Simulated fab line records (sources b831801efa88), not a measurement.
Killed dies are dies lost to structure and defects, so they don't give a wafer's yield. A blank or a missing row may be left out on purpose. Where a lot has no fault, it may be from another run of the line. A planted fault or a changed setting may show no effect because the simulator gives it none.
Matching of chambers	flow sky130	SKY_VIA4_CMP_21 on cmp-02 has 4 sister chambers
The step polishes, stops on SiO2, t overpolish 25 s, target thk 0 nm. 4 wafers are shown with their chamber, then 11 later ones without.

## WAFERS PAIRED WITH THEIR CHAMBERS
wafer	chamber	motorCurrentA (A)
L080.3	3	8.9
L085.1	0	12.3
L085.5	1	10.3
L087.1	2	10.2

## WAFERS WITH NO CHAMBER GIVEN
wafer	motorCurrentA (A)
L087.4	11.5
L087.5	11.6
L091.1	9.7
L091.2	9.7
L091.5	11.9
L094.1	10.7
L094.2	11.6
L094.6	11.7
L097.3	9.9
L097.4	10.6
L097.5	10.7

## WHICH CHAMBER EACH ONE RAN IN
wafer	from the rows above	in truth
L087.4	can't be placed: 0 or 1 or 2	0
L087.5	can't be placed: 0 or 1 or 2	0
L091.1	can't be placed: 2 or 1 or 3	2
L091.2	can't be placed: 2 or 1 or 3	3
L091.5	0	0
L094.1	can't be placed: 1 or 2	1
L094.2	can't be placed: 0 or 1 or 2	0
L094.6	can't be placed: 0 or 1 or 2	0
L097.3	can't be placed: 2 or 1 or 3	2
L097.4	can't be placed: 1 or 2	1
L097.5	can't be placed: 1 or 2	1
Correct placement for 1 of the 11. From these rows, 10 cannot be placed; in 10 the true chamber is one of the candidates. Placed wrongly: 0.
How it was worked out, from the rows above alone: a wafer's distance from a chamber is the root of the sum, over the readings, of the square of ((its reading less the chamber's mean) divided by the reading's scatter). The wafer belongs to the nearest chamber; if the next one is less than 2 further off, it can't be placed. Each chamber's mean is taken over the wafers shown for it. The scatter: with one shown wafer a chamber, the root of the mean of the squares of how far each hidden wafer lies from its nearest shown one.
